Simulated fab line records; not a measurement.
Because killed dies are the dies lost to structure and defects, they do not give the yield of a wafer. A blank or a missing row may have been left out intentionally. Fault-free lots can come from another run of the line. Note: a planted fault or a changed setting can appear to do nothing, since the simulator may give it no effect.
Which tool did it? :: flow sky130 :: 39 wafers from 13 lots sampled at 4 of the route's 708 steps

== WHAT THE GAUGES READ, wafer by wafer ==
SKY_POLY_GATE_CD_MEAS_13: target cd 150 nm.
lot: L907
measured: day 16 13:16
on: cd-sem-02
cd-nm (nm): 150.1 148.2 149.8

lot: L908
measured: day 16 23:24
on: cd-sem-02
cd-nm (nm): 151.2 150.8 151.1

lot: L909
measured: day 17 07:31
on: cd-sem-02
cd-nm (nm): 148.5 150.0 149.9

lot: L910
measured: day 17 22:56
on: cd-sem-02
cd-nm (nm): 149.5 150.1 149.1

lot: L912
measured: day 18 14:02
on: cd-sem-01
cd-nm (nm): 149.1 149.2 149.0

lot: L914
measured: day 18 22:45
on: cd-sem-02
cd-nm (nm): 150.0 150.2 151.6

lot: L919
measured: day 21 04:59
on: cd-sem-01
cd-nm (nm): 149.6 150.3 150.3

lot: L920
measured: day 21 01:28
on: cd-sem-02
cd-nm (nm): 149.3 148.0 149.1

lot: L924
measured: day 22 19:33
on: cd-sem-02
cd-nm (nm): 148.4 150.0 148.9

lot: L926
measured: day 23 10:43
on: cd-sem-01
cd-nm (nm): 152.0 152.1 152.0

lot: L927
measured: day 24 01:48
on: cd-sem-01
cd-nm (nm): 148.0 147.4 147.9

lot: L928
measured: day 23 21:56
on: cd-sem-01
cd-nm (nm): 149.7 149.0 149.7

lot: L930
measured: day 24 20:41
on: cd-sem-01
cd-nm (nm): 153.2 151.9 151.2

== WHICH TOOL RAN EACH LOT (tool, then ch and the chambers of the sampled wafers, then the start) ==
lot: L907
SKY_FIELD_ISO_WET_ETCH_30: wet-bench-02 ch 1, day 2 13:01
SKY_PWDE_STRIP_09: plasma-asher-03 ch 0,1, day 3 23:20
SKY_RES_PROTECT_STRIP_07: plasma-asher-02 ch 0,1, day 15 08:05

lot: L908
SKY_FIELD_ISO_WET_ETCH_30: wet-bench-04 ch 1, day 2 15:35
SKY_PWDE_STRIP_09: plasma-asher-04 ch 0,1, day 4 00:44
SKY_RES_PROTECT_STRIP_07: plasma-asher-01 ch 0,1, day 15 13:44

lot: L909
SKY_FIELD_ISO_WET_ETCH_30: wet-bench-04 ch 0, day 2 23:14
SKY_PWDE_STRIP_09: plasma-asher-02 ch 0,1, day 4 09:35
SKY_RES_PROTECT_STRIP_07: plasma-asher-02 ch 0,1, day 15 22:35

lot: L910
SKY_FIELD_ISO_WET_ETCH_30: wet-bench-04 ch 2, day 3 04:14
SKY_PWDE_STRIP_09: plasma-asher-04 ch 0,1, day 4 15:32
SKY_RES_PROTECT_STRIP_07: plasma-asher-02 ch 1, day 16 15:53

lot: L912
SKY_FIELD_ISO_WET_ETCH_30: wet-bench-04 ch 2, day 3 12:25
SKY_PWDE_STRIP_09: plasma-asher-04 ch 0,1, day 5 04:14
SKY_RES_PROTECT_STRIP_07: plasma-asher-02 ch 0,1, day 17 06:29

lot: L914
SKY_FIELD_ISO_WET_ETCH_30: wet-bench-04 ch 1, day 3 23:06
SKY_PWDE_STRIP_09: plasma-asher-04 ch 0,1, day 5 12:17
SKY_RES_PROTECT_STRIP_07: plasma-asher-04 ch 0, day 17 15:42

lot: L919
SKY_FIELD_ISO_WET_ETCH_30: wet-bench-04 ch 2, day 4 23:53
SKY_PWDE_STRIP_09: plasma-asher-04 ch 0,1, day 6 15:38
SKY_RES_PROTECT_STRIP_07: plasma-asher-04 ch 0,1, day 19 21:25

lot: L920
SKY_FIELD_ISO_WET_ETCH_30: wet-bench-04 ch 2, day 5 06:08
SKY_PWDE_STRIP_09: plasma-asher-02 ch 0,1, day 6 20:36
SKY_RES_PROTECT_STRIP_07: plasma-asher-02 ch 1, day 19 17:26

lot: L924
SKY_FIELD_ISO_WET_ETCH_30: wet-bench-03 ch 1, day 6 03:13
SKY_PWDE_STRIP_09: plasma-asher-04 ch 0,1, day 7 23:28
SKY_RES_PROTECT_STRIP_07: plasma-asher-01 ch 0,1, day 21 10:52

lot: L926
SKY_FIELD_ISO_WET_ETCH_30: wet-bench-02 ch 1, day 6 14:25
SKY_PWDE_STRIP_09: plasma-asher-04 ch 0,1, day 8 08:35
SKY_RES_PROTECT_STRIP_07: plasma-asher-04 ch 0,1, day 22 02:53

lot: L927
SKY_FIELD_ISO_WET_ETCH_30: wet-bench-02 ch 3, day 6 16:28
SKY_PWDE_STRIP_09: plasma-asher-04 ch 0,1, day 8 12:15
SKY_RES_PROTECT_STRIP_07: plasma-asher-02 ch 0,1, day 22 16:45

lot: L928
SKY_FIELD_ISO_WET_ETCH_30: wet-bench-02 ch 1, day 7 00:13
SKY_PWDE_STRIP_09: plasma-asher-04 ch 0,1, day 8 18:07
SKY_RES_PROTECT_STRIP_07: plasma-asher-04 ch 0,1, day 22 13:58

lot: L930
SKY_FIELD_ISO_WET_ETCH_30: wet-bench-03 ch 0, day 7 12:02
SKY_PWDE_STRIP_09: plasma-asher-04 ch 0,1, day 9 09:11
SKY_RES_PROTECT_STRIP_07: plasma-asher-04 ch 0,1, day 23 12:40
- SKY_FIELD_ISO_WET_ETCH_30: etches SiO2 in dHF, target depth 25 nm, time 50 s.
- SKY_PWDE_STRIP_09: strips in O2/N2.
- SKY_RES_PROTECT_STRIP_07: strips in O2/N2.

== WHAT THE TOOLS THEMSELVES READ (means of the sampled wafers that have a number; where no wafer has one, the mark that the record gives instead) ==
SKY_FIELD_ISO_WET_ETCH_30.
lot: L907
tool: wet-bench-02
run-length-s (s): 81.9

lot: L908
tool: wet-bench-04
run-length-s (s): 82.9

lot: L909
tool: wet-bench-04
run-length-s (s): 82.6

lot: L910
tool: wet-bench-04
run-length-s (s): 84.3

lot: L912
tool: wet-bench-04
run-length-s (s): 76.6

lot: L914
tool: wet-bench-04
run-length-s (s): 75.5

lot: L919
tool: wet-bench-04
run-length-s (s): 53.3

lot: L920
tool: wet-bench-04
run-length-s (s): 53.2

lot: L924
tool: wet-bench-03
run-length-s (s): 75.2

lot: L926
tool: wet-bench-02
run-length-s (s): 74.7

lot: L927
tool: wet-bench-02
run-length-s (s): 76.0

lot: L928
tool: wet-bench-02
run-length-s (s): 81.2

lot: L930
tool: wet-bench-03
run-length-s (s): 75.5

SKY_PWDE_STRIP_09.
lot: L907
tool: plasma-asher-03
drypump-motor-current-A (A): 6.4
oes-product-au (a.u.): 0.722
strip-time-to-endpoint-s (s): 36.86

lot: L908
tool: plasma-asher-04
drypump-motor-current-A (A): 5.6
oes-product-au (a.u.): 0.726
strip-time-to-endpoint-s (s): 37.01

lot: L909
tool: plasma-asher-02
drypump-motor-current-A (A): 5.9
oes-product-au (a.u.): 0.721
strip-time-to-endpoint-s (s): 37.06

lot: L910
tool: plasma-asher-04
drypump-motor-current-A (A): 5.5
oes-product-au (a.u.): 0.725
strip-time-to-endpoint-s (s): 36.98

lot: L912
tool: plasma-asher-04
drypump-motor-current-A (A): 5.6
oes-product-au (a.u.): 0.725
strip-time-to-endpoint-s (s): 36.82

lot: L914
tool: plasma-asher-04
drypump-motor-current-A (A): 5.6
oes-product-au (a.u.): 0.724
strip-time-to-endpoint-s (s): 36.92

lot: L919
tool: plasma-asher-04
drypump-motor-current-A (A): 6.0
oes-product-au (a.u.): 0.723
strip-time-to-endpoint-s (s): 36.90

lot: L920
tool: plasma-asher-02
drypump-motor-current-A (A): 5.9
oes-product-au (a.u.): 0.720
strip-time-to-endpoint-s (s): 36.91

lot: L924
tool: plasma-asher-04
drypump-motor-current-A (A): 6.0
oes-product-au (a.u.): 0.725
strip-time-to-endpoint-s (s): 36.72

lot: L926
tool: plasma-asher-04
drypump-motor-current-A (A): 6.0
oes-product-au (a.u.): 0.726
strip-time-to-endpoint-s (s): 36.83

lot: L927
tool: plasma-asher-04
drypump-motor-current-A (A): 5.6
oes-product-au (a.u.): 0.725
strip-time-to-endpoint-s (s): 36.86

lot: L928
tool: plasma-asher-04
drypump-motor-current-A (A): 5.6
oes-product-au (a.u.): 0.725
strip-time-to-endpoint-s (s): 36.83

lot: L930
tool: plasma-asher-04
drypump-motor-current-A (A): 5.6
oes-product-au (a.u.): 0.721
strip-time-to-endpoint-s (s): 36.92

SKY_RES_PROTECT_STRIP_07.
lot: L907
tool: plasma-asher-02
drypump-motor-current-A (A): 5.9
oes-product-au (a.u.): 0.517
strip-time-to-endpoint-s (s): 23.29

lot: L908
tool: plasma-asher-01
drypump-motor-current-A (A): 5.3
oes-product-au (a.u.): 0.519
strip-time-to-endpoint-s (s): 23.21

lot: L909
tool: plasma-asher-02
drypump-motor-current-A (A): 5.9
oes-product-au (a.u.): 0.512
strip-time-to-endpoint-s (s): 23.30

lot: L910
tool: plasma-asher-02
drypump-motor-current-A (A): 5.9
oes-product-au (a.u.): 0.519
strip-time-to-endpoint-s (s): 23.27

lot: L912
tool: plasma-asher-02
drypump-motor-current-A (A): 5.9
oes-product-au (a.u.): 0.513
strip-time-to-endpoint-s (s): 23.25

lot: L914
tool: plasma-asher-04
drypump-motor-current-A (A): 5.2
oes-product-au (a.u.): 0.515
strip-time-to-endpoint-s (s): 23.33

lot: L919
tool: plasma-asher-04
drypump-motor-current-A (A): 5.6
oes-product-au (a.u.): 0.518
strip-time-to-endpoint-s (s): 23.28

lot: L920
tool: plasma-asher-02
drypump-motor-current-A (A): 5.9
oes-product-au (a.u.): 0.517
strip-time-to-endpoint-s (s): 23.31

lot: L924
tool: plasma-asher-01
drypump-motor-current-A (A): 5.4
oes-product-au (a.u.): 0.520
strip-time-to-endpoint-s (s): 23.35

lot: L926
tool: plasma-asher-04
drypump-motor-current-A (A): 5.6
oes-product-au (a.u.): 0.517
strip-time-to-endpoint-s (s): 23.26

lot: L927
tool: plasma-asher-02
drypump-motor-current-A (A): 5.9
oes-product-au (a.u.): 0.518
strip-time-to-endpoint-s (s): 23.29

lot: L928
tool: plasma-asher-04
drypump-motor-current-A (A): 5.6
oes-product-au (a.u.): 0.519
strip-time-to-endpoint-s (s): 23.30

lot: L930
tool: plasma-asher-04
drypump-motor-current-A (A): 6.0
oes-product-au (a.u.): 0.519
strip-time-to-endpoint-s (s): 23.34

== THE ANSWER, worked out from the rows above alone ==
Rule: the usual values come from the lots themselves. Put in order of their means at a reading, lots are off if they are a third of the lots or fewer, leave a main group of 4 or more, and stand apart from it by a gap of 3 or more times the standard deviation of the main group's means; of several such gaps the widest counts. The tables above print the reading to a certain number of digits; a main group whose means all agree to those digits is not used. A lot without any number at a reading at which 4 lots or more have one is off too. Any other lot the step has rows for is counted as sound. First the gauges in route order, then the tools' own readings, where a lot's mean is used as printed above. The first step at which some lot is off is used, and at that step the reading that is off furthest; a lot without a number counts as furthest.
Off, at SKY_FIELD_ISO_WET_ETCH_30 on run-length-s: L919, L920. The main group: mean 78.8 s, standard deviation 3.6.
If a tool, at that step or one of the process steps before it, ran each lot that is off and ran no sound lot following the first of them, it fits. One fits: SKY_FIELD_ISO_WET_ETCH_30 on wet-bench-04. A fault onset in the window from L914 (day 3 23:06, its last sound lot) to L919 (day 4 23:53, its first lot off) fits.
The tool's own readings at SKY_FIELD_ISO_WET_ETCH_30 bear it out: on the lots that are off they differ by more than 5 times the standard deviation of the sound lots' means. run-length-s reads 53.2 s there against 78.8 s on the sound lots.

== WHAT THE SIMULATOR HAD PUT IN ==
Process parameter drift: wet-bench-04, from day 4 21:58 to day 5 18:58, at SKY_FIELD_ISO_WET_ETCH_30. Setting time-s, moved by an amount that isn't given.
Struck lots among those shown: L920, L919. Same finding as the rule above.
